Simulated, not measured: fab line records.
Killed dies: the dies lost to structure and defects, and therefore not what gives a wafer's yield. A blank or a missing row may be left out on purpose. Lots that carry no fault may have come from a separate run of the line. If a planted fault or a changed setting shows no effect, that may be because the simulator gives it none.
Which tool did it? | flow sky130 | 12 lots, 36 wafers sampled, at 5 steps of a route of 708

== WHAT EACH GAUGE READ, for each wafer ==
SKY_VT_ADJUST_PCH_OVL_MEAS_07.
lot  | measured     | on         | VT_ADJUST_PCH_OVL (nm)
L955 | day 10 16:40 | overlay-01 | 0.7 -0.5 1.3
L957 | day 11 09:18 | overlay-01 | -0.5 -1.4 0.1
L964 | day 13 15:48 | overlay-01 | 0.3 -0.5 -1.3
L965 | day 14 03:44 | overlay-01 | 0.0 0.0 0.8
L966 | day 14 07:33 | overlay-01 | -1.2 -0.9 -1.8
L970 | day 15 11:56 | overlay-02 | -1.2 -1.5 0.5
L971 | day 15 16:35 | overlay-01 | 1.4 0.0 2.8
L972 | day 16 03:28 | overlay-02 | -2.1 -0.6 -0.4
L973 | day 17 00:07 | overlay-01 | 0.7 0.3 -0.2
L975 | day 16 21:47 | overlay-02 | -2.0 -3.0 -0.7
L976 | day 17 07:35 | overlay-02 | -3.6 -3.2 -3.1
L977 | day 17 15:52 | overlay-02 | -1.4 -1.5 -0.8

SKY_LDD_P_CD_MEAS_07: the cd target is 380 nm.
lot  | measured     | on        | cd nm (nm)
L955 | day 19 05:28 | cd sem-02 | 382.1 384.2 382.9
L957 | day 20 17:19 | cd sem-01 | 376.7 378.2 379.6
L964 | day 22 23:05 | cd sem-02 | 375.8 376.2 375.8
L965 | day 23 07:29 | cd sem-02 | 376.3 376.4 377.9
L966 | day 23 13:50 | cd sem-01 | 383.4 383.8 384.6
L970 | day 24 20:29 | cd sem-02 | 382.4 380.5 383.6
L971 | day 25 07:16 | cd sem-01 | 379.5 376.4 376.9
L972 | day 25 17:08 | cd sem-02 | 380.8 378.6 379.1
L973 | day 26 11:25 | cd sem-01 | 384.8 381.3 385.6
L975 | day 26 10:13 | cd sem-02 | 402.9 402.1 402.9 403.0 402.0 402.9
L976 | day 26 19:04 | cd sem-01 | 400.3 398.2 398.3 400.3 398.3 398.1
L977 | day 27 03:28 | cd sem-02 | 399.2 399.2 400.7 399.4 399.0 400.3

SKY_LOCAL_INTERCONNECT_OVL_MEAS_12.
lot  | measured     | on         | LOCAL_INTERCONNECT_OVL (nm)
L955 | day 30 14:11 | overlay-01 | 8 12 2
L957 | day 31 20:46 | overlay-02 | -3 0 -2
L964 | day 33 18:28 | overlay-02 | 1 -4 1
L965 | day 34 06:04 | overlay-02 | 8 0 4
L966 | day 34 08:14 | overlay-02 | -4 -6 -4
L970 | day 35 11:44 | overlay-01 | 6 10 1
L971 | day 35 23:52 | overlay-01 | 0 1 5
L972 | day 36 09:08 | overlay-02 | -12 4 -5
L973 | day 37 00:50 | overlay-01 | 9 -1 -2
L975 | day 37 00:11 | overlay-01 | 0 -1 1
L976 | day 37 07:22 | overlay-02 | 3 4 10
L977 | day 37 15:20 | overlay-01 | 5 -2 4

== EACH LOT AND THE TOOL THAT RAN IT (in order: tool; ch and the chambers of the sampled wafers; start) ==
lot  | SKY_FIELD_ISO_STRIP_16              | SKY_LDD_P_DEVELOP_06
L955 | plasma asher-01 ch 0,1, day 2 10:02 | litho track-01 ch 0, day 19 05:19
L957 | plasma asher-01 ch 0,1, day 2 21:29 | litho track-04 ch 0, day 20 17:10
L964 | plasma asher-04 ch 0,1, day 4 09:10 | litho track-02 ch 0, day 22 22:56
L965 | plasma asher-04 ch 0, day 4 14:43   | litho track-02 ch 0, day 23 07:20
L966 | plasma asher-04 ch 0,1, day 4 21:26 | litho track-04 ch 0, day 23 13:41
L970 | plasma asher-04 ch 0,1, day 5 18:23 | litho track-01 ch 0, day 24 20:20
L971 | plasma asher-01 ch 0, day 5 21:26   | litho track-02 ch 0, day 25 07:07
L972 | plasma asher-01 ch 1, day 6 02:05   | litho track-01 ch 0, day 25 16:59
L973 | plasma asher-04 ch 0,1, day 6 07:02 | litho track-04 ch 0, day 26 11:16
L975 | plasma asher-02 ch 0,1, day 6 16:46 | litho track-01 ch 0, day 26 10:04
L976 | plasma asher-02 ch 0,1, day 7 00:07 | litho track-01 ch 0, day 26 18:55
L977 | plasma asher-02 ch 0,1, day 7 04:10 | litho track-01 ch 0, day 27 03:19
- SKY_FIELD_ISO_STRIP_16: strips in O2/N2.
- SKY_LDD_P_DEVELOP_06: develop time 60 s.

== AS READ BY THE TOOLS THEMSELVES (means over the sampled wafers that have a number; for cases with no such wafer, the mark the record gives instead) ==
SKY_FIELD_ISO_STRIP_16.
lot  | tool            | drypump motor current A (A) | oes product au (a.u.) | strip time to endpoint s (s)
L955 | plasma asher-01 | 6.1                         | 0.379                 | 3.58
L957 | plasma asher-01 | 5.8                         | 0.381                 | 3.52
L964 | plasma asher-04 | 5.9                         | 0.373                 | 3.52
L965 | plasma asher-04 | 6.0                         | 0.381                 | 3.55
L966 | plasma asher-04 | 6.0                         | 0.375                 | 3.49
L970 | plasma asher-04 | 6.0                         | 0.381                 | 3.54
L971 | plasma asher-01 | 6.3                         | 0.374                 | 3.52
L972 | plasma asher-01 | 5.6                         | 0.378                 | 3.51
L973 | plasma asher-04 | 5.9                         | 0.376                 | 3.57
L975 | plasma asher-02 | 5.1                         | 0.381                 | 3.55
L976 | plasma asher-02 | 5.1                         | 0.377                 | 3.52
L977 | plasma asher-02 | 5.1                         | 0.379                 | 3.55

SKY_LDD_P_DEVELOP_06.
lot  | tool           | developer temp C (C) | exhaust pa (Pa)
L955 | litho track-01 | 23.21                | 44.9
L957 | litho track-04 | 23.06                | 45.0
L964 | litho track-02 | 22.98                | 44.7
L965 | litho track-02 | 23.14                | 44.7
L966 | litho track-04 | 23.09                | 44.2
L970 | litho track-01 | 22.86                | 43.4
L971 | litho track-02 | 22.96                | 44.2
L972 | litho track-01 | 22.95                | 45.8
L973 | litho track-04 | 22.93                | 44.7
L975 | litho track-01 | 22.93                | 45.8
L976 | litho track-01 | 23.13                | 45.4
L977 | litho track-01 | 23.03                | 44.8

== THE ANSWER, worked out from the rows above alone ==
Rule: the lots themselves supply what counts as usual. Put in order of their means at a reading, lots are off if they are a third of the lots or fewer, leave a main group of 4 or more, and stand apart from it by a gap of 3 or more times the standard deviation of the main group's means; of several such gaps the widest counts. A main group whose means are all the same, to the digits that the tables above print for the reading, isn't used. A lot without any number at a reading at which 4 lots or more have one is off too. The other lots that the step has rows for count as sound. Order of review: gauges by route order, followed by the tools' own readings, for which a lot's mean as printed above is used. The first step at which some lot is off is used, and at that step the reading that is off furthest; a lot without a number counts as furthest.
Off, at SKY_LDD_P_CD_MEAS_07 on cd nm: L975, L976, L977. For the main group the mean is 380.1 nm and the standard deviation 3.
If a tool, at a process step before that reading, ran all the lots that are off and no sound lot after the first of them, it fits. The gauges at SKY_LDD_P_CD_MEAS_07 are tried like those tools. 2 tools fit, plasma asher-02 at SKY_FIELD_ISO_STRIP_16 and litho track-01 at SKY_LDD_P_DEVELOP_06, so this cannot tell which one it is.

== WHAT HAD BEEN PUT IN BY THE SIMULATOR ==
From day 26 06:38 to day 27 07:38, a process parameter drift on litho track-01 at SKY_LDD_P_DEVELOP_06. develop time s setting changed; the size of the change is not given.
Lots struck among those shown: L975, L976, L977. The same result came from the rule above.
